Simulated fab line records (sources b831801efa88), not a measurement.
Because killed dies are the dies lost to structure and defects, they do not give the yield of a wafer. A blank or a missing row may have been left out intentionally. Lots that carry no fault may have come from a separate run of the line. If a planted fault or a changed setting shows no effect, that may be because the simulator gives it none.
A lot that was struck, set against a sound lot | flow sky130 | 16 steps out of a route of 708
Sound: the wafers L333.2, L333.4, L333.5. Struck: wafers L323.2, L323.4, L323.5. The cause is given at the end.
Each step with rows lists, per side, the tool, then ch with its chambers, then its first start. Under that, the readings that differ: sound wafers | struck wafers | difference of the means | sigmas: that difference in standard deviations of wafers without a fault.
alike: same words and numbers on both sides, and readings whose means sit less than 2 such deviations apart. not compared: any withheld reading, any reading some wafer has no value for, any bound like >300 that may hide the same value, and any number with overlapping values for which the record gives no deviation.
Wherever a step has rows on one side only, a row that says differs or no value, or a row with sigmas, the two part there. When numbers do not overlap yet have no deviation, they are printed without sigmas and do not part them. A reading that every wafer of one side lacks parts them only if that side has two wafers or more.

first, 5 steps without rows for these wafers: SKY_SONOS_TUNNEL_COAT_02 (resist thk 1140 nm); SKY_SONOS_TUNNEL_SOFTBAKE_03 (time 60 s); SKY_SONOS_TUNNEL_EXPOSE_04 (exposes mask TUNM, target cd 410 nm); SKY_SONOS_TUNNEL_PEB_05; SKY_SONOS_TUNNEL_DEVELOP_06 (develop time 60 s).
SKY_SONOS_TUNNEL_CD_MEAS_07: the cd target is 410 nm.
  sound: cd sem-02 at day 16 01:44; struck: cd sem-02 at day 13 00:32
  alike: cd nm
SKY_SONOS_TUNNEL_OVL_MEAS_08:
  sound: overlay-01 at day 16 01:50; struck: overlay-01 at day 13 00:38
  alike: SONOS_TUNNEL_OVL
then, 3 steps without rows for these wafers: SKY_SONOS_TUNNEL_IMPLANT_09; SKY_SONOS_TUNNEL_WET_ETCH_10 (etches SiO2 in dHF, target depth 14 nm, time 280 s); SKY_SONOS_TUNNEL_STRIP_11 (strips in SPM, time 600 s).
SKY_SONOS_TUNNEL_TW_MEAS_12:
  sound: film metro-03 at day 16 02:28; struck: film metro-01 at day 13 01:05
  reading         | sound             | struck            | difference | sigmas
  SONOS_TUNNEL_TW | 200.0 200.7 199.9 | 196.0 196.4 196.1 | -4.0       | -2
then, 1 step without rows for these wafers: SKY_SONOS_TUNNEL_CLEAN_13 (cleans in dHF, time 20 s).
SKY_SONOS_ONO_OXIDATION_00: stabilise 600 s, purge 300 s, target thk 2.6 nm.
  sound on furnace-01 ch 0, day 16 05:25; struck on furnace-02 ch 0, day 13 02:25
  reading                                          | sound             | struck            | difference | sigmas
  zone power lower pct (%)                         | 13.4 13.3 13.4    | 16.9 16.9 16.3    | +3.3       | +2
  model.SiO2_of_SONOS_ONO_OXIDATION_00.thk nm (nm) | 2.547 2.527 2.579 | 2.957 2.979 3.008 | +0.430     |
  alike: ramp up c per min, zone power bottom pct
SKY_SONOS_ONO_THK_MEAS_01:
  sound: film metro-01 at day 16 06:49; struck: film metro-01 at day 13 03:46
  reading                      | sound          | struck         | difference | sigmas
  SONOS_ONO_OXIDATION_THK (nm) | 2.57 2.55 2.54 | 2.94 2.95 2.93 | +0.39      | +7
then, 1 step without rows for these wafers: SKY_SONOS_ONO_CVD_02 (deposits Si3N4 from DCS/NH3, target thk 10.5 nm, time 180 s).
-- here the record skips 34 days between the struck wafers' starts before and after, leaving off in module SONOS_ONO and picking up in module PAD_OPEN (first step shown: number 708 of the route) --
SKY_PAD_OPEN_PROBE_99:
  sound: prober-01 at day 49 21:22; struck: prober-01 at day 47 13:02
  reading                               | sound                   | struck                  | difference | sigmas
  model.etest.cap ono.gate log10 a cm2  | -7.867 -7.826 -7.971    | -8.338 -8.542 -8.512    | -0.576     |
  model.etest.sonos erased.vt v (V)     | -2.334 -2.298 -2.289    | -1.895 -1.814 -1.802    | +0.470     |
  model.etest.cap ono.tox acc nm (nm)   | 12.82 12.74 12.88       | 13.2 13.39 13.35        | +0.5       |
  model.etest.sonos programmed.vt v (V) | 1.509 1.479 1.474       | 1.321 1.294 1.244       | -0.201     |
  model.etest.sonos baked.vt less v (V) | -0.5485 -0.5192 -0.5189 | -0.3708 -0.3994 -0.3272 | +0.1631    |
  alike: killed_at_M0_to_M3, killed_at_M4_up, killed at contacts, killed at front end, killed at other, killed dies, killed open, killed short
  not compared: model.etest.sonos erased.drive ua um

WHERE THEY PART
Last at SKY_SONOS_ONO_THK_MEAS_01 as far as this record goes, first at SKY_SONOS_TUNNEL_TW_MEAS_12. Later steps at which nothing parts them and some readings are alike: SKY_PAD_OPEN_PROBE_99.

WHY: whatever the simulator had introduced
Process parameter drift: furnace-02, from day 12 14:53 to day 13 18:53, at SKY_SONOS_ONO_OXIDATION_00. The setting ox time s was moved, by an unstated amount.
